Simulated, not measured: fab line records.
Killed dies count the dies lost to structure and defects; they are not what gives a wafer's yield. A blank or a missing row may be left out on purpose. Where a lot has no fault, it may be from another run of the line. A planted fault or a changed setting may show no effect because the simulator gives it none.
A lot that was struck, set against a sound lot || flow sky130 || 21 steps out of a route of 708
Sound: the wafers L532.3, L532.5, L532.6. Struck: wafers L521.3, L521.6. (L521.1 of the same lot was not struck and is left out.) The cause comes at the end.
Per side, at each step with rows, come the tool, then ch with its chambers, and then its first start. Under that, the readings that differ: sound wafers || struck wafers || difference of the means || sigmas: that difference in standard deviations of wafers without a fault.
alike: words and numbers the same on both sides, and readings whose means are apart by under 2 such deviations; not compared: readings that were withheld, readings missing a value for some wafer, numbers with overlapping values and no deviation given by the record, and bounds like >300 which may hide the same value.
The two part at a step that has a row with sigmas, a row that says differs or no value, or rows on one side only. When numbers do not overlap yet have no deviation, they are printed without sigmas and do not part them. A reading missing from all wafers of one side parts the sides only when that side holds two or more wafers.

first, 1 step without rows for these wafers: SKY_FIELD_ISO_DEVELOP_12 (develop time 60 s).
SKY_FIELD_ISO_CD_MEAS_13: the cd target is 150 nm.
  struck on cd_sem-01, day 4 02:29; sound on cd_sem-02, day 6 13:44
  alike: cd_nm
SKY_FIELD_ISO_ETCH_14: etches BARC in N2/H2, stops on SiO2, time 45.9 s, target depth 60 nm.
  sound on rie_diel-02 ch 0,1, day 6 13:49; struck on rie_diel-04 ch 2, day 4 02:36
  alike: chamber_pressure_mTorr, drypump_motor_current_A, oes_product_au, throttle_valve_pct
  not compared: rf_hours_counter_h
SKY_FIELD_ISO_ETCH_15: etches the open film in CHF3/O2, stops on Si, target depth 180 nm, time 72 s.
  sound on rie_diel-02 ch 0,1, day 6 13:51; struck on rie_diel-04 ch 2, day 4 02:38
  alike: chamber_pressure_mTorr, drypump_motor_current_A, oes_product_au, throttle_valve_pct
  not compared: rf_hours_counter_h
SKY_FIELD_ISO_STRIP_16: strips in O2/N2.
  sound on plasma_asher-04 ch 0,1, day 6 13:56; struck on plasma_asher-02 ch 0,1, day 4 02:42
  alike: chamber_pressure_mTorr, drypump_motor_current_A, o2_flow_sccm, oes_product_au, strip_time_to_endpoint_s
  not compared: rf_hours_counter_h
SKY_FIELD_ISO_ETCH_17: etches Si in HBr/Cl2/O2, target depth 342 nm, time 97.7 s.
  sound on rie_si-02 ch 2,3, day 6 14:01; struck on rie_si-01 ch 1,2, day 4 02:48
  alike: chamber_pressure_mTorr, drypump_motor_current_A, oes_product_au, throttle_valve_pct
  not compared: rf_hours_counter_h
then, 5 steps without rows for these wafers: SKY_FIELD_ISO_WET_ETCH_18 (etches Si3N4 in H3PO4, target depth 25 nm, time 286 s); SKY_FIELD_ISO_CLEAN_19 (cleans in SC1/SC2, time 150 s); SKY_FIELD_ISO_CLEAN_20 (cleans in dHF, time 20 s); SKY_FIELD_ISO_WET_ETCH_21 (etches SiO2 in dHF, target depth 20 nm, time 400 s); SKY_FIELD_ISO_OXIDATION_22 (stabilise 600 s, purge 300 s, target thk 10 nm).
SKY_FIELD_ISO_THK_MEAS_23:
  struck on film_metro-01, day 4 05:01; sound on film_metro-01, day 6 17:01
  alike: FIELD_ISO_OXIDATION_01_THK
SKY_FIELD_ISO_CVD_24: deposits SiO2, target thk 595 nm, time 99.2 s.
  sound on hdpcvd-01 ch 0,2, day 6 17:04; struck on hdpcvd-02 ch 1,2, day 4 05:04
{"reading": "model.SiO2_of_FIELD_ISO_CVD_24.thk_nm (nm)", "sound": "601 589.3 595.3", "struck": "319.4 309.2", "difference": -280.9, "sigmas": ""}
SKY_FIELD_ISO_THK_MEAS_25:
  struck on film_metro-02, day 4 05:08; sound on film_metro-02, day 6 17:09
{"reading": "FIELD_ISO_CVD_24_THK (nm)", "sound": "601 589 596", "struck": "319 309", "difference": -281, "sigmas": -47}
then, 1 step without rows for these wafers: SKY_FIELD_ISO_ANNEAL_26 (time 1800 s).
SKY_FIELD_ISO_CMP_27: polishes, stops on Si3N4, t overpolish 16 s, target thk 457.8 nm.
  sound on cmp-01 ch 0,1,2, day 6 18:50; struck on cmp-02 ch 1,3, day 4 06:45
{"reading": "time_to_endpoint_s (s)", "sound": "112 108 113", "struck": "67 63", "difference": -46, "sigmas": -11}
  alike: motor_current_A, platen_rpm
then, 2 steps without rows for these wafers: SKY_FIELD_ISO_WET_ETCH_28 (etches SiO2 in dHF, target depth 23.7 nm, time 47 s); SKY_FIELD_ISO_WET_ETCH_29 (etches Si3N4 in H3PO4, target depth 160 nm, time 1825 s).
SKY_FIELD_ISO_WET_ETCH_30: etches SiO2 in dHF, target depth 25 nm, time 50 s.
  sound on wet_bench-01 ch 2, day 6 19:31; struck on wet_bench-03 ch 3, day 4 07:32
{"reading": "model.SiO2_of_FIELD_ISO_CVD_24.thk_nm (nm)", "sound": "405.8 406.8 405.9", "struck": "265.8 255.6", "difference": -145.5, "sigmas": ""}
then, 1 step without rows for these wafers: SKY_NWELL_CLEAN_00 (cleans in SC1/SC2, time 150 s).
-- the record jumps here: 44 days lie between the struck wafers' starts before and after (it left off in module NWELL and takes up again in module PAD_OPEN, whose first step shown is number 708 of the route) --
SKY_PAD_OPEN_PROBE_99:
  struck on prober-02, day 47 22:40; sound on prober-01, day 50 07:04
{"reading": "killed_at_front_end", "sound": "24 17 18", "struck": "422 418", "difference": "+400", "sigmas": "+83"}
{"reading": "killed_at_other", "sound": "0 0 0", "struck": "0 3", "difference": "+2", "sigmas": "+2"}
{"reading": "killed_dies", "sound": "109 96 93", "struck": "492 492", "difference": "+393", "sigmas": "+41"}
{"reading": "killed_on_rim", "sound": "9 14 18", "struck": "96 96", "difference": "+82", "sigmas": "+22"}
  alike: killed_at_M0_to_M3, killed_at_M4_up, killed_at_contacts, killed_open, killed_short

WHERE THEY PART
First at SKY_FIELD_ISO_THK_MEAS_25; last, within this record, at SKY_PAD_OPEN_PROBE_99.

WHY: what had been put in by the simulator
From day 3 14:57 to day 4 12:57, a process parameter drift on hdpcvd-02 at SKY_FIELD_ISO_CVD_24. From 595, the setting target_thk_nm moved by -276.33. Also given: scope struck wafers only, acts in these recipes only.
